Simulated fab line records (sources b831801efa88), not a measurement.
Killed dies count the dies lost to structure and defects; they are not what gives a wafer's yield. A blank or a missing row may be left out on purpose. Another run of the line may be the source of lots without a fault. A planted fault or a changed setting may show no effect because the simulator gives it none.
Chamber matching	flow sky130	SKY_PASSIVATION_CVD_00 on pecvd-01: 3 sister chambers
The step deposits SiO2, target thk 90 nm. 6 wafers are shown with their chamber, then 11 later ones without.

## WAFERS, EACH WITH ITS CHAMBER
wafer	chamber	rf_fwd_power_W (W)	heater_power_w (W)
L089.4	2	584	563
L089.6	1	590	514
L090.1	0	592	468
L090.4	0	592	471
L090.6	2	588	532
L092.4	1	586	443

## WAFERS WITHOUT THEIR CHAMBER
wafer	rf_fwd_power_W (W)	heater_power_w (W)
L092.5	585	444
L092.6	595	548
L093.3	593	574
L093.5	589	582
L093.6	585	417
L094.2	587	529
L094.3	585	530
L094.4	593	579
L097.3	583	503
L097.4	586	570
L097.5	592	536

## CHAMBER TAKEN BY EACH
wafer	from the rows above	in truth
L092.5	can't be placed: 1 or 0 or 2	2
L092.6	can't be placed: 0 or 1 or 2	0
L093.3	can't be placed: 2 or 0 or 1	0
L093.5	can't be placed: 2 or 1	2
L093.6	can't be placed: 1 or 0 or 2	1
L094.2	can't be placed: 2 or 1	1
L094.3	can't be placed: 2 or 1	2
L094.4	can't be placed: 2 or 0 or 1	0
L097.3	can't be placed: 2 or 1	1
L097.4	2	2
L097.5	can't be placed: 0 or 1 or 2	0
Placed correctly: 1 of 11. Not placeable from these rows: 10 (in 10, the candidates include the true chamber). Placed wrongly: 0.
How it was worked out, from the rows above alone: a wafer's distance from a chamber is the root of the sum, over the readings, of the square of ((its reading less the chamber's mean) divided by the reading's scatter). The wafer belongs to the nearest chamber; if the next one is less than 2 further off, it can't be placed. A chamber's mean is the mean of its shown wafers. The scatter is the square root of a quotient: the sum, over the shown wafers, of each reading's squared deviation from its chamber's mean, divided by wafers minus chambers.
